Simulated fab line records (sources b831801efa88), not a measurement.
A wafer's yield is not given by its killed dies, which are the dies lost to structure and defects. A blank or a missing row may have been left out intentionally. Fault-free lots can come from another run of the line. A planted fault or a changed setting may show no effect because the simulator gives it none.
The tool behind it: which one? / flow sky130 / 20 wafers sampled from 7 lots at 1 step of a route of 708

## WHAT THE GAUGES READ, wafer by wafer
SKY_RES_XHIGH_TW_MEAS_09.
lot=L435; measured=day 26 08:44; on=filmMetro-03; RES_XHIGH_TW=1634 1640 1638
lot=L442; measured=day 28 21:20; on=filmMetro-02; RES_XHIGH_TW=1638 1646
lot=L447; measured=day 30 08:12; on=filmMetro-04; RES_XHIGH_TW=1659 1651 1661
lot=L450; measured=day 31 13:38; on=filmMetro-04; RES_XHIGH_TW=1661 1661 1667
lot=L454; measured=day 32 23:20; on=filmMetro-03; RES_XHIGH_TW=1652 1647 1636
lot=L455; measured=day 33 10:27; on=filmMetro-03; RES_XHIGH_TW=1640 1646 1645
lot=L457; measured=day 33 15:01; on=filmMetro-04; RES_XHIGH_TW=1656 1657 1654

## WHICH TOOL RAN EACH LOT (tool, then ch and the chambers of the sampled wafers, then the start)
No process step before these readings appears in the record.

## THE ANSWER, worked out from the rows above alone
Rule: what is usual is taken from the lots themselves. The widest of any qualifying gaps counts: lots, ordered by their means at a reading, are off when they make up no more than a third of the lots, leave a main group of 4 or more, and stand apart from it by 3 or more times the standard deviation of that group's means. Not used: any main group whose means are identical at the precision the tables above print for the reading. A lot without any number at a reading at which 4 lots or more have one is off too. The other lots that the step has rows for count as sound.
No lot is off on any of the readings shown, so nothing can be concluded from this.

## WHAT THE SIMULATOR HAD INSERTED
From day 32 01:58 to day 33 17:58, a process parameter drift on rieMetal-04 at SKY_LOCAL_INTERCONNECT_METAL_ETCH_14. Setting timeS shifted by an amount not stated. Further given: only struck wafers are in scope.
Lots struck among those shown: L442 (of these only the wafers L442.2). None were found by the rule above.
